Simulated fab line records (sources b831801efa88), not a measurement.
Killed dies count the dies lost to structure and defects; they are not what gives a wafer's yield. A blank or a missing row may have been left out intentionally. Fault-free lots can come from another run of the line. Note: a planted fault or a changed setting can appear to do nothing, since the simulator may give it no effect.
A lot that was struck, set against a sound lot    flow sky130    15 steps out of a route of 708
Sound: the wafers L956.1, L956.3, L956.4. The struck wafers were L962.4, L962.5, L962.6. Last of all comes the cause.
For every step that has rows: the tool of each side, followed by ch and its chambers, followed by its first start. Under that, the readings that differ: sound wafers    struck wafers    difference of the means    sigmas: that difference in standard deviations of wafers without a fault.
alike: readings with means less than 2 such deviations apart, plus words and numbers identical on both sides. not compared: withheld readings, readings lacking a value on some wafer, bounds such as >300 that could conceal the same value, and numbers that have no deviation in the record and whose values overlap.
The two part at a step that has a row with sigmas, a row that says differs or no value, or rows on one side only. When numbers do not overlap yet have no deviation, they are printed without sigmas and do not part them. A reading that every wafer of one side lacks parts them only if that side has two wafers or more.

first, 1 step without rows for these wafers: SKY_VT_ADJUST_LVTN_IMPLANT_19.
SKY_VT_ADJUST_LVTN_STRIP_20: strips in O2/N2.
  sound on plasmaAsher-03 ch 0,1, day 9 15:40; struck on plasmaAsher-02 ch 0,1, day 11 08:19
  alike: drypumpMotorCurrentA, oesProductAu, stripTimeToEndpointS
  not compared: rfHoursCounterH
SKY_VT_ADJUST_LVTN_TW_MEAS_21:
  sound: filmMetro-03 at day 9 15:46; struck: filmMetro-01 at day 11 08:25
  alike: VT_ADJUST_LVTN_2_TW
then, 7 steps without rows for these wafers: SKY_VT_ADJUST_NCORE_DEHYDRATE_00 (time 60 s); SKY_VT_ADJUST_NCORE_HMDS_01 (prime time 60 s); SKY_VT_ADJUST_NCORE_COAT_02 (resist thk 1140 nm); SKY_VT_ADJUST_NCORE_SOFTBAKE_03 (time 60 s); SKY_VT_ADJUST_NCORE_EXPOSE_04 (exposes mask LVTN COMPLEMENT THIN, target cd 380 nm); SKY_VT_ADJUST_NCORE_PEB_05; SKY_VT_ADJUST_NCORE_DEVELOP_06 (develop time 60 s).
SKY_VT_ADJUST_NCORE_CD_MEAS_07: target cd 380 nm.
  sound: cdSem-01 at day 10 12:53; struck: cdSem-02 at day 12 08:11
  alike: cdNm
SKY_VT_ADJUST_NCORE_OVL_MEAS_08:
  sound: overlay-01 at day 10 13:00; struck: overlay-01 at day 12 08:16
reading                   sound        struck          difference  sigmas
VT_ADJUST_NCORE_OVL (nm)  3.1 1.9 0.2  -1.5 -0.9 -2.2  -3.3        -2
SKY_VT_ADJUST_NCORE_IMPLANT_09:
  struck on implanter-01, day 12 08:22; sound on implanter-01 ch 0, day 10 13:02
  no value came back on the struck wafers for beamEnergyKeV, beamOnS (s), implantIonAmu; on the sound wafers beamEnergyKeV reads 10.000 9.997 9.998
SKY_VT_ADJUST_NCORE_STRIP_10: strips in O2/N2.
  sound on plasmaAsher-01 ch 0,1, day 10 13:11; struck on plasmaAsher-04 ch 0,1, day 12 08:28
reading                   sound        struck       difference  sigmas
drypumpMotorCurrentA (A)  5.9 5.9 6.1  4.9 5.5 4.9  -0.9        -2
  alike: oesProductAu, stripTimeToEndpointS
  not compared: rfHoursCounterH
SKY_VT_ADJUST_NCORE_TW_MEAS_11:
  sound: filmMetro-03 at day 10 13:17; struck: filmMetro-04 at day 12 08:34
reading             sound              struck          difference  sigmas
VT_ADJUST_NCORE_TW  219.0 219.2 219.8  29.7 29.8 29.9  -189.5      -99 or more

## WHERE THEY PART
Earliest at SKY_VT_ADJUST_NCORE_OVL_MEAS_08; latest, in this record, at SKY_VT_ADJUST_NCORE_TW_MEAS_11.

WHY: the cause the simulator had injected
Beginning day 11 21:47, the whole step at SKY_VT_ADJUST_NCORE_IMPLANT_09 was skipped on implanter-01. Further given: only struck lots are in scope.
